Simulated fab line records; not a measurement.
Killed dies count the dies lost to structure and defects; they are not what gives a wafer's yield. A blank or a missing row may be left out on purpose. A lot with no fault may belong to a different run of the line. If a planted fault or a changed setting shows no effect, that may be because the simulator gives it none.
fab line records -- flow sky130
record: lots: 6, wafers: 18, lastDay: 50
route steps=708 shown VIA1@460 PAD_OPEN@708
lots that met no fault: taken from a fault-free run of the same line
startH: hours from the record's opening day to when the first of the lot's shown wafers began -- waitH: hours since the lot's step before -- " same as the row above -- L1.1+2: a single row standing in for several wafers -- - value missing, or start not given -- * or withheld: withheld -- < > ~ a bound
route shown NAME@n: a module of which the file shows steps, and the number in the route of the first -- usual: mean and standard deviation over wafers with no fault -- same: alike in all rows -- chamber/n: place in a boat -- sites: each site's reading -- _std_site: their standard deviation -- _edge_site: inner sites' mean taken away from outer sites' mean -- radiusMm: how far each site lies from the wafer's centre -- mask NAME#n: copy n -- behind: the most recent tool/chamber to have shaped the wafer -- hold: why the lot was held/for how many hours/how that ended -- device: transistor that didn't switch, given as n, p or np -- end of line: the route-end tests of the same wafers -- a step given without rows: its recipe and nothing more -- killed: count of dies lost to structure and defects at first sort (not the wafer's yield) -- map: the dies of a wafer, with x for killed, . for not killed, _ for no die there
set.NAME: setting as actually run; set.NAME@STEP: the setting as run at that earlier step -- model.NAME: the simulator's own value behind a step, which no gauge read
certain route steps with their lots: each step a table, each wafer a row
services: from which hour (startH, from the record's first day; less than 0 if before it) a tool's chamber was out of use, for how many hours, and why
== steps ==
step: SKY_VIA1_CMP_02
recipe: material: SiO2, downForcePsi: 4, platenRpm: 60, padVelocityMS: 0.94248
usual: headPressurePsi: 4.000/0.0089, motorCurrentA: 11.6/1.2
lot.wafer,tool,chamber,startH,waitH,headPressurePsi,motorCurrentA
L364.4,cmp-01,3,775.30,0.0,3.994,12.0
L364.1,cmp-01,1,775.30,0.0,3.996,12.8
L364.5,cmp-01,3,775.30,0.0,3.994,12.3
L366.1,cmp-02,3,802.22,0.1,3.992,10.2
L366.3,cmp-02,1,802.22,0.1,4.005,12.0
L366.2,cmp-02,2,802.22,0.1,4.000,10.1
L370.2,cmp-02,1,837.22,0.1,3.990,11.8
L370.1,cmp-02,3,837.22,0.1,4.005,10.5
L370.5,cmp-02,1,837.22,0.1,4.003,11.8
L377.3,cmp-02,0,880.55,0.1,4.016,12.1
L377.4,cmp-02,1,880.55,0.1,3.999,12.6
L377.1,cmp-02,2,880.55,0.1,4.009,9.5
L381.4,cmp-02,2,905.35,0.1,3.989,10.0
L381.3,cmp-02,0,905.35,0.1,3.993,12.9
L381.5,cmp-02,1,905.35,0.1,4.007,12.5
L385.2,cmp-02,3,946.45,0.0,3.995,10.8
L385.4,cmp-02,1,946.45,0.0,4.001,12.3
L385.3,cmp-02,2,946.45,0.0,4.005,9.4
step: SKY_VIA1_BOW_MEAS_03
recipe: mode: bow
usual: VIA1_BOW: 81/6.2
lot.wafer,tool,chamber,startH,waitH,VIA1_BOW[um]
L364.1,filmMetro-03,-,775.60,0.1,93
L364.4,filmMetro-03,-,775.60,0.1,83
L364.5,filmMetro-03,-,775.60,0.1,89
L366.1,filmMetro-04,-,802.52,0.2,77
L366.2,filmMetro-04,-,802.52,0.2,86
L366.3,filmMetro-04,-,802.52,0.2,86
L370.1,filmMetro-02,-,837.47,0.1,67
L370.2,filmMetro-02,-,837.47,0.1,85
L370.5,filmMetro-02,-,837.47,0.1,80
L377.1,filmMetro-02,-,880.80,0.1,82
L377.3,filmMetro-02,-,880.80,0.1,85
L377.4,filmMetro-02,-,880.80,0.1,76
L381.3,filmMetro-03,-,905.64,0.1,87
L381.4,filmMetro-03,-,905.64,0.1,94
L381.5,filmMetro-03,-,905.64,0.1,67
L385.2,filmMetro-03,-,946.77,0.3,79
L385.3,filmMetro-03,-,946.77,0.3,78
L385.4,filmMetro-03,-,946.77,0.3,79
step: SKY_VIA1_DEHYDRATE_04
recipe: tempC: 200, timeS: 60
step: SKY_VIA1_HMDS_05
recipe: primeTimeS: 60, primeTempC: 120
step: SKY_VIA1_COAT_06
recipe: resist: BARC, tempC: withheld, timeS: withheld, spinRpm: 3000, resistThkNm: 60
step: SKY_VIA1_COAT_07
recipe: resist: KrF-thick, spinRpm: 3000, resistThkNm: 450
step: SKY_VIA1_SOFTBAKE_08
recipe: tempC: 100, timeS: 90, resist: KrF-thick
step: SKY_VIA1_EXPOSE_09
recipe: maskId: VIM, na: 0.8, sourceShape: annular, sigmaInner: 0.55, sigmaOuter: 0.85, targetCdNm: 150, doseMj: 38
step: SKY_VIA1_PEB_10
recipe: pebTempC: withheld, pebTimeS: withheld, resist: KrF-thick
step: SKY_VIA1_DEVELOP_11
recipe: developTimeS: 60, resist: KrF-thick, devTempC: 21
step: SKY_VIA1_CD_MEAS_12
recipe: targetCdNm: 150
usual: cdNm: 150.5/1.5
lot.wafer,tool,chamber,startH,waitH,cdNm
L364.1,cdSem-02,-,803.01,-,147.9
L364.4,cdSem-02,-,803.01,-,147.6
L364.5,cdSem-02,-,803.01,-,148.2
L366.1,cdSem-01,-,828.06,-,149.2
L366.2,cdSem-01,-,828.06,-,149.5
L366.3,cdSem-01,-,828.06,-,150.1
L370.1,cdSem-02,-,864.15,-,152.4
L370.2,cdSem-02,-,864.15,-,152.5
L370.5,cdSem-02,-,864.15,-,151.1
L377.1,cdSem-02,-,905.96,-,152.5
L377.3,cdSem-02,-,905.96,-,150.9
L377.4,cdSem-02,-,905.96,-,151.1
L381.3,cdSem-01,-,930.05,-,149.1
L381.4,cdSem-01,-,930.05,-,150.8
L381.5,cdSem-01,-,930.05,-,150.7
L385.2,cdSem-02,-,970.73,-,149.2
L385.3,cdSem-02,-,970.73,-,149.8
L385.4,cdSem-02,-,970.73,-,149.4
step: SKY_VIA1_OVL_MEAS_13
usual: VIA1_OVL: 1/4.8
lot.wafer,tool,chamber,startH,waitH,VIA1_OVL[nm]
L364.1,overlay-02,-,803.13,0.1,7
L364.4,overlay-02,-,803.13,0.1,-2
L364.5,overlay-02,-,803.13,0.1,2
L366.1,overlay-02,-,828.18,0.1,0
L366.2,overlay-02,-,828.18,0.1,-2
L366.3,overlay-02,-,828.18,0.1,-8
L370.1,overlay-02,-,864.27,0.1,7
L370.2,overlay-02,-,864.27,0.1,-10
L370.5,overlay-02,-,864.27,0.1,7
L377.1,overlay-01,-,906.08,0.1,-2
L377.3,overlay-01,-,906.08,0.1,-3
L377.4,overlay-01,-,906.08,0.1,0
L381.3,overlay-02,-,930.14,0.1,-8
L381.4,overlay-02,-,930.14,0.1,-6
L381.5,overlay-02,-,930.14,0.1,-2
L385.2,overlay-01,-,970.84,0.1,-1
L385.3,overlay-01,-,970.84,0.1,-7
L385.4,overlay-01,-,970.84,0.1,1
step: SKY_VIA1_ETCH_14
recipe: chemistry: N2/H2, target: BARC, ionEnergyEv: 200, sourceW: 500, biasW: 100, pressureMtorr: 30, n2FlowSccm: 100, h2FlowSccm: 200, stopOn: SiO2, timeS: 45.9, targetDepthA: 600
usual: drypumpMotorCurrentA: 5.8/0.58, oesProductAu: 0.854/0.004, rfFwdPowerW: 495.1/2.3, throttleValvePct: 13.224/0.0088
lot.wafer,tool,chamber,startH,waitH,drypumpMotorCurrentA,oesProductAu,rfFwdPowerW,rfHoursCounterH,throttleValvePct,model.KrF-thick_of_VIA1_COAT_07.thkNm
L364.1,rieDiel-03,0,803.17,0.0,5.7,0.857,496.7,11,13.221,394.4
L364.4,rieDiel-03,1,803.17,0.0,6.2,0.853,498.4,9,13.206,393.8
L364.5,rieDiel-03,3,803.17,0.0,6.5,0.859,497.6,-,13.222,394
L366.1,rieDiel-01,0,828.22,0.0,6.4,0.850,494.4,18,13.213,391.6
L366.2,rieDiel-01,2,828.22,0.0,6.4,0.854,491.8,20,13.222,392.4
L366.3,rieDiel-01,3,828.22,0.0,5.2,0.859,495.6,5,13.214,390.9
L370.1,rieDiel-01,0,864.31,0.0,6.5,0.847,575.9,19,13.221,386.6
L370.2,rieDiel-01,3,864.31,0.0,5.2,0.856,575.7,6,13.211,384.8
L370.5,rieDiel-01,2,864.31,0.0,6.4,0.854,571.9,-,13.217,384
L377.1,rieDiel-01,0,906.12,0.0,6.5,0.854,575.6,21,13.238,386.5
L377.3,rieDiel-01,3,906.12,0.0,5.2,0.850,577.6,8,13.228,387.2
L377.4,rieDiel-01,2,906.12,0.0,6.4,0.858,571.8,-,13.214,385.9
L381.3,rieDiel-03,0,930.16,0.0,5.7,0.857,495.0,14,13.223,395.5
L381.4,rieDiel-03,0,930.16,0.0,5.8,0.857,497.4,-,13.227,394.7
L381.5,rieDiel-03,2,930.16,0.0,5.4,0.845,495.8,-,13.225,394
L385.2,rieDiel-03,2,970.87,0.0,5.4,0.854,494.5,3,13.214,393.3
L385.3,rieDiel-03,0,970.87,0.0,5.7,0.854,496.6,15,13.236,394.2
L385.4,rieDiel-03,0,970.87,0.0,5.8,0.862,498.5,-,13.216,393.9
step: SKY_VIA1_ETCH_15
recipe: target: SiO2, chemistry: C4F8/O2/Ar, targetDepthNm: 351, stopOn: TiN, maskMaterial: KrF-thick, sourceW: 1500, biasW: 1200, pressureMtorr: 40, c4f8FlowSccm: withheld, O2_flow_sccm: 6, Ar_flow_sccm: 300, timeS: 54
usual: oesProductAu: 0.979/0.0058, rfFwdPowerW: 1487/6.3
lot.wafer,tool,chamber,startH,waitH,oesProductAu,rfFwdPowerW,rfHoursCounterH,model.KrF-thick_of_VIA1_COAT_07.thkNm
L364.1,rieDiel-03,0,803.21,0.0,0.975,1488,11,325.1
L364.4,rieDiel-03,1,803.21,0.0,0.978,1489,9,323.6
L364.5,rieDiel-03,3,803.21,0.0,0.973,1485,-,325
L366.1,rieDiel-01,0,828.26,0.0,0.971,1490,18,323.5
L366.2,rieDiel-01,2,828.26,0.0,0.971,1470,20,322.3
L366.3,rieDiel-01,3,828.26,0.0,0.979,1492,5,321
L370.1,rieDiel-01,0,864.35,0.0,0.986,1486,19,316.4
L370.2,rieDiel-01,3,864.35,0.0,0.982,1490,6,314.1
L370.5,rieDiel-01,2,864.35,0.0,0.993,1473,-,312.2
L377.1,rieDiel-01,0,906.16,0.0,0.962,1495,21,317.8
L377.3,rieDiel-01,3,906.16,0.0,0.982,1492,8,317.3
L377.4,rieDiel-01,2,906.16,0.0,0.989,1486,-,315.4
L381.3,rieDiel-03,0,930.20,0.0,0.978,1484,14,327.2
L381.4,rieDiel-03,0,930.20,0.0,0.978,1490,-,325.9
L381.5,rieDiel-03,2,930.20,0.0,0.987,1480,-,323.4
L385.2,rieDiel-03,2,970.91,0.0,0.983,1490,3,323.1
L385.3,rieDiel-03,0,970.91,0.0,0.978,1489,15,324.2
L385.4,rieDiel-03,0,970.91,0.0,0.975,1500,-,324.8
step: SKY_VIA1_STRIP_16
recipe: chemistry: O2/N2, powerW: 1400, pressureMtorr: 1500, platenTempC: withheld, o2FlowSccm: 3000, n2FlowSccm: 300, overashFraction: 0.5
usual: drypumpMotorCurrentA: 6.0/0.56, oesProductAu: 0.416/0.0045, stripTimeToEndpointS: 4.460/0.024
same: overashFraction: 0.5
lot.wafer,tool,chamber,startH,waitH,drypumpMotorCurrentA,oesProductAu,rfHoursCounterH,stripTimeToEndpointS
L364.1,plasmaAsher-04,0,803.26,0.0,5.3,0.420,66,4.486
L364.4,plasmaAsher-04,1,803.26,0.0,6.6,0.410,-,4.469
L364.5,plasmaAsher-04,0,803.26,0.0,5.3,0.416,-,4.484
L366.1,plasmaAsher-03,0,828.31,0.0,6.3,0.414,99,4.481
L366.2,plasmaAsher-03,1,828.31,0.0,5.7,0.410,99,4.451
L366.3,plasmaAsher-03,1,828.31,0.0,5.7,0.417,-,4.442
L370.1,plasmaAsher-03,1,864.40,0.0,5.7,0.411,102,4.400
L370.2,plasmaAsher-03,0,864.40,0.0,6.3,0.419,102,4.372
L370.5,plasmaAsher-03,0,864.40,0.0,6.3,0.413,-,4.348
L377.1,plasmaAsher-03,0,906.21,0.0,6.3,0.411,107,4.408
L377.3,plasmaAsher-03,1,906.21,0.0,5.7,0.420,-,4.419
L377.4,plasmaAsher-03,0,906.21,0.0,6.3,0.409,-,4.376
L381.3,plasmaAsher-04,0,930.28,0.1,5.3,0.422,-,4.500
L381.4,plasmaAsher-04,1,930.28,0.1,6.6,0.422,-,4.490
L381.5,plasmaAsher-04,1,930.28,0.1,6.7,0.416,-,4.481
L385.2,plasmaAsher-03,1,970.96,0.0,5.7,0.417,113,4.469
L385.3,plasmaAsher-03,1,970.96,0.0,5.7,0.416,-,4.471
L385.4,plasmaAsher-03,0,970.96,0.0,6.3,0.410,-,4.471
step: SKY_VIA1_STRIP_17
recipe: chemistry: postEtchResidueRemover, timeS: 1200, tempC: 72.5
step: SKY_PAD_OPEN_PROBE_99
usual: defectLimitedYield: 82.6/1.7, killed_at_M0_to_M3: 42/6.4, killed_at_M4_up: 3.2/1.9, killedAtContacts: 24/4.8, killedAtFrontEnd: 16/4.4, killedAtOther: 0.3/0.55, killedDies: 86/8.6, killedOpen: 46/6.6, killedShort: 39/5.7, sort_bin_3_pad_short: 0.8/0.41, sort_bin_5_function: 10.3/1.5, sort_bin_6_memory: 6.3/1, sortNPass: 406/8.6, sortYieldPct: 82.6/1.7
same: grossDies: 492, killedAtBackSide: 0, sort_bin_4_leakage[%]: 0, sort_bin_8_speed[%]: 0
lot.wafer,tool,chamber,startH,waitH,defectLimitedYield[%],killed_at_M0_to_M3,killed_at_M4_up,killedAtContacts,killedAtFrontEnd,killedAtOther,killedDies,killedOpen,killedShort,sort_bin_3_pad_short[%],sort_bin_5_function[%],sort_bin_6_memory[%],sortNPass,sortYieldPct[%]
L364.1,prober-01,-,1082.78,0.1,79.1,52,3,29,19,0,103,63,40,0.8,11.6,8.5,389,79.1
L364.4,prober-01,-,1082.93,0.2,78.5,55,3,23,25,0,106,58,48,1.8,11.6,8.1,386,78.5
L364.5,prober-01,-,1082.98,0.2,81.9,45,3,22,19,0,89,47,42,1.4,10.6,6.1,403,81.9
L366.1,prober-01,-,1103.85,0.1,82.7,39,4,26,16,0,85,43,42,0.4,11.8,5.1,407,82.7
L366.2,prober-01,-,1103.90,0.1,82.5,55,2,18,11,0,86,44,41,0.6,9.8,7.1,406,82.5
L366.3,prober-01,-,1103.95,0.2,82.3,50,7,22,8,0,87,44,42,0.6,11.4,5.7,405,82.3
L370.1,prober-02,-,1130.70,0.1,79.5,55,3,30,13,0,101,57,44,0.4,11.0,9.1,391,79.5
L370.2,prober-02,-,1130.75,0.1,82.7,37,0,29,19,0,85,49,35,1.2,9.8,6.3,407,82.7
L370.5,prober-02,-,1130.90,0.2,83.9,42,2,21,13,1,79,45,33,0.4,11.2,4.5,413,83.9
L377.1,prober-01,-,1161.31,0.1,86.2,36,4,17,10,1,68,32,35,0.2,7.5,6.1,424,86.2
L377.3,prober-01,-,1161.41,0.2,83.3,42,4,21,15,0,82,45,36,0.8,10.6,5.3,410,83.3
L377.4,prober-01,-,1161.46,0.2,80.7,54,6,24,11,0,95,51,44,0.8,12.4,6.1,397,80.7
L385.2,prober-01,-,1205.09,0.1,85.6,26,1,32,12,0,71,37,33,0.6,7.9,5.9,421,85.6
L385.3,prober-01,-,1205.14,0.2,79.7,41,6,38,15,0,100,63,37,0.6,13.6,6.1,392,79.7
L385.4,prober-01,-,1205.19,0.2,80.1,51,10,29,8,0,98,50,47,1.0,12.4,6.5,394,80.1
killed by level:class
L364.1 VIA1:geometricParticle:open=14 VIA3:geometricParticle:open=12 LI_CONTACT:geometricParticle:open=10 VIA2:geometricParticle:open=8 CONTACT:geometricParticle:open=7 METAL2:geometricParticle:short=6 POLY_GATE:geometricParticle:short=5 LOCAL_INTERCONNECT:geometricParticle:short=5
L364.4 VIA1:geometricParticle:open=12 POLY_GATE:geometricParticle:open=9 FIELD_ISO:geometricParticle:open=7 METAL1:geometricParticle:short=7 VIA3:geometricParticle:open=7 LI_CONTACT:geometricParticle:open=6 CONTACT:geometricParticle:open=6 METAL2:geometricParticle:short=6
L364.5 VIA1:geometricParticle:open=12 VIA2:geometricParticle:open=9 CONTACT:geometricParticle:short=7 CONTACT:geometricParticle:open=7 FIELD_ISO:geometricParticle:short=6 VIA3:geometricParticle:open=5 FIELD_ISO:geometricParticle:open=4 LOCAL_INTERCONNECT:geometricParticle:short=4
L366.1 CONTACT:geometricParticle:open=11 VIA2:geometricParticle:open=7 VIA1:geometricParticle:open=6 LI_CONTACT:geometricParticle:open=5 LOCAL_INTERCONNECT:geometricParticle:short=5 METAL2:geometricParticle:short=5 FIELD_ISO:geometricParticle:short=4 METAL1:geometricParticle:short=4
L366.2 VIA1:geometricParticle:open=13 METAL2:geometricParticle:short=10 VIA2:geometricParticle:open=9 CONTACT:geometricParticle:short=7 VIA3:geometricParticle:open=6 METAL1:geometricParticle:short=6 FIELD_ISO:geometricParticle:short=5 LI_CONTACT:geometricParticle:open=4
L366.3 VIA2:geometricParticle:open=10 LI_CONTACT:geometricParticle:open=8 METAL1:geometricParticle:short=7 VIA1:geometricParticle:open=7 CONTACT:geometricParticle:open=6 METAL2:geometricParticle:short=5 METAL4:geometricParticle:short=5 VIA3:geometricParticle:short=5
L370.1 VIA1:geometricParticle:open=11 CONTACT:geometricParticle:open=9 METAL1:geometricParticle:short=9 VIA2:geometricParticle:open=8 VIA3:geometricParticle:open=8 LI_CONTACT:geometricParticle:short=7 LI_CONTACT:geometricParticle:open=6 CONTACT:geometricParticle:short=5
L370.2 VIA1:geometricParticle:open=12 CONTACT:geometricParticle:open=10 CONTACT:geometricParticle:short=6 LI_CONTACT:geometricParticle:open=6 METAL2:geometricParticle:short=5 VIA2:geometricParticle:open=5 FIELD_ISO:geometricParticle:short=4 POLY_GATE:geometricParticle:open=4
L370.5 VIA1:geometricParticle:open=11 CONTACT:geometricParticle:open=8 METAL1:geometricParticle:short=7 VIA3:geometricParticle:open=7 LI_CONTACT:geometricParticle:open=6 VIA2:geometricParticle:open=5 VIA1:geometricParticle:short=4 METAL2:geometricParticle:short=4
L377.1 VIA1:geometricParticle:open=9 CONTACT:geometricParticle:open=8 METAL1:geometricParticle:short=6 FIELD_ISO:geometricParticle:short=4 LOCAL_INTERCONNECT:geometricParticle:short=4 VIA1:geometricParticle:short=4 METAL2:geometricParticle:short=4 VIA3:geometricParticle:open=4
L377.3 CONTACT:geometricParticle:open=13 VIA1:geometricParticle:open=10 VIA2:geometricParticle:open=7 VIA3:geometricParticle:open=6 FIELD_ISO:geometricParticle:short=4 VIA1:geometricParticle:short=4 METAL2:geometricParticle:short=4 POLY_GATE:geometricParticle:short=3
L377.4 VIA1:geometricParticle:open=11 VIA1:geometricParticle:short=8 VIA3:geometricParticle:open=8 LI_CONTACT:geometricParticle:open=5 CONTACT:geometricParticle:open=5 CONTACT:geometricParticle:short=5 POLY_GATE:geometricParticle:open=4 LI_CONTACT:geometricParticle:short=4
L385.2 CONTACT:geometricParticle:open=8 VIA3:geometricParticle:open=7 CONTACT:geometricParticle:short=6 LI_CONTACT:geometricParticle:short=5 LI_CONTACT:geometricParticle:open=5 LOCAL_INTERCONNECT:geometricParticle:short=5 METAL1:geometricParticle:short=4 VIA1:geometricParticle:open=4
L385.3 CONTACT:geometricParticle:open=15 VIA1:geometricParticle:open=10 LI_CONTACT:geometricParticle:open=9 VIA2:geometricParticle:open=9 METAL1:geometricParticle:short=7 CONTACT:geometricParticle:short=6 FIELD_ISO:geometricParticle:open=4 POLY_GATE:geometricParticle:open=4
L385.4 CONTACT:geometricParticle:open=11 VIA1:geometricParticle:open=10 LI_CONTACT:geometricParticle:open=8 METAL1:geometricParticle:short=7 METAL4:geometricParticle:short=7 METAL2:geometricParticle:short=7 VIA1:geometricParticle:short=6 VIA3:geometricParticle:open=5
== services ==
tool,chamber,startH,hours,kind
cmp-01,-,806.23,4.0,pm
rieDiel-01,-,813.41,2.8,pm
cmp-02,-,814.81,1.1,repair
cmp-02,-,817.89,4.6,pm
cmp-02,-,827.11,2.0,repair
cmp-01,-,827.75,5.2,repair
rieDiel-03,2,833.57,-,clean
rieDiel-03,2,833.57,20.3,scheduledDown
rieDiel-03,2,833.57,20.3,ventCycle
rieDiel-03,3,859.84,3.5,repair
plasmaAsher-03,-,872.48,0.4,repair
rieDiel-03,0,874.78,11.9,repair
rieDiel-01,1,876.91,86.9,repair
cmp-01,-,912.00,4.0,pm
rieDiel-01,2,913.82,1.8,repair
cmp-01,-,916.00,-,consumableReplace:conditioner
cmp-01,-,916.00,-,consumableReplace:pad
rieDiel-03,1,929.57,8.1,repair
cmp-02,-,935.33,0.6,repair
rieDiel-03,0,941.26,2.2,repair
rieDiel-03,3,955.67,-,clean
rieDiel-03,3,955.67,24.1,scheduledDown
rieDiel-03,3,955.67,24.1,ventCycle
cmp-02,-,965.66,5.7,pm
== key ==
firstSign: step: SKY_VIA1_ETCH_14, reading: rfFwdPowerW, direction: up, sigmas: 35, usual: 495.1, struck: 574.8
effect: step: SKY_VIA1_STRIP_16, reading: stripTimeToEndpointS, direction: down, sigmas: 3, usual: *, struck: *
modelEffect: step: SKY_VIA1_ETCH_14, value: KrF-thick_of_VIA1_COAT_07.thkNm, without: 392, struck: 385.8
modelEffect: step: SKY_VIA1_ETCH_15, value: KrF-thick_of_VIA1_COAT_07.thkNm, without: 321.7, struck: 315.5
metAt SKY_VIA1_ETCH_14
struckWafers L370.1,L370.2,L370.5,L377.1,L377.3,L377.4
onsetBetween 828.22 864.31
fault: kind: processParameterDrift, tool: rieDiel-01, chamber: -, onsetH: 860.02, steps: SKY_VIA1_ETCH_14, channel: sourceW, offset: 80, shape: step, endH: 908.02, actsIn: theseRecipesOnly, stated: 500
